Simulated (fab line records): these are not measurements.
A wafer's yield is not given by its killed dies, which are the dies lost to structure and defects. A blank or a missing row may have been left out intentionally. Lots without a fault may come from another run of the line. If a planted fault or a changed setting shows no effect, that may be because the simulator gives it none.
Comparing a struck lot with a sound one	flow sky130	19 steps out of a route of 708
Sound: wafers L248.1, L248.2, L248.4. Wafers struck: L241.1, L241.5, L241.6. At the end, the cause is stated.
Per side, at each step with rows, come the tool, then ch with its chambers, and then its first start. Under that, the readings that differ: sound wafers	struck wafers	difference of the means	sigmas: that difference in standard deviations of wafers without a fault.
alike: words and numbers the same on both sides, and readings whose means are apart by under 2 such deviations; not compared: readings that were withheld, readings missing a value for some wafer, numbers with overlapping values and no deviation given by the record, and bounds like >300 which may hide the same value.
Wherever a step has rows on one side only, a row that says differs or no value, or a row with sigmas, the two part there. Numbers that have no deviation but don't overlap get no sigmas and don't part them. A reading missing from all wafers of one side parts the sides only when that side holds two or more wafers.

SKY_LDD_HVP_OVL_MEAS_07:
  sound on overlay-01, day 26 17:27; struck on overlay-02, day 24 05:42
  alike: LDD_HVP_OVL
after that, 1 step had no rows for these wafers: SKY_LDD_HVP_IMPLANT_08.
SKY_LDD_HVP_STRIP_09: strips in O2/N2.
  sound on plasma-asher-04 ch 0,1, day 26 17:38; struck on plasma-asher-02 ch 0,1, day 24 05:53
reading	sound	struck	difference	sigmas
drypump-motor-current-A (A)	6.5 6.4 6.4	5.6 5.4 5.7	-0.9	-2
  alike: oes-product-au, strip-time-to-endpoint-s
  not compared: rf-hours-counter-h
SKY_LDD_HVP_TW_MEAS_10:
  sound on film-metro-04, day 26 17:44; struck on film-metro-02, day 24 05:59
  alike: LDD_HVP_TW
then, 7 steps without rows for these wafers: SKY_LDD_LDN_DEHYDRATE_00 (time 60 s); SKY_LDD_LDN_HMDS_01 (prime time 60 s); SKY_LDD_LDN_COAT_02 (resist thk 1140 nm); SKY_LDD_LDN_SOFTBAKE_03 (time 60 s); SKY_LDD_LDN_EXPOSE_04 (exposes mask LDNTM, target cd 700 nm); SKY_LDD_LDN_PEB_05; SKY_LDD_LDN_DEVELOP_06 (develop time 60 s).
SKY_LDD_LDN_OVL_MEAS_07:
  sound on overlay-01, day 27 21:54; struck on overlay-01, day 25 11:13
  alike: LDD_LDN_OVL
SKY_LDD_LDN_IMPLANT_08:
  sound on implanter-03 ch 0, day 27 21:56; struck on implanter-03, day 25 11:16
  no value came back on the struck wafers for beam-energy-keV, beam-on-s (s), rotation-deg (degrees); on the sound wafers beam-energy-keV reads 15.000 14.997 14.994
then, 3 steps without rows for these wafers: SKY_LDD_LDN_IMPLANT_09; SKY_LDD_LDN_IMPLANT_10; SKY_LDD_LDN_IMPLANT_11.
SKY_LDD_LDN_STRIP_12: strips in O2/N2.
  sound on plasma-asher-03 ch 0,1, day 27 22:32; struck on plasma-asher-01 ch 0,1, day 25 11:52
  alike: drypump-motor-current-A, oes-product-au, strip-time-to-endpoint-s
  not compared: rf-hours-counter-h
SKY_LDD_LDN_TW_MEAS_13:
  sound on film-metro-01, day 27 22:38; struck on film-metro-01, day 25 11:58
reading	sound	struck	difference	sigmas
LDD_LDN_TW	1468 1470 1480	1351 1356 1349	-121	-12
then, 1 step without rows for these wafers: SKY_LDD_LDN_CLEAN_14 (cleans in SC1/SC2, time 150 s).

## WHERE THEY PART
Earliest at SKY_LDD_HVP_STRIP_09; latest, in this record, at SKY_LDD_LDN_TW_MEAS_13.

WHY: whatever the simulator had introduced
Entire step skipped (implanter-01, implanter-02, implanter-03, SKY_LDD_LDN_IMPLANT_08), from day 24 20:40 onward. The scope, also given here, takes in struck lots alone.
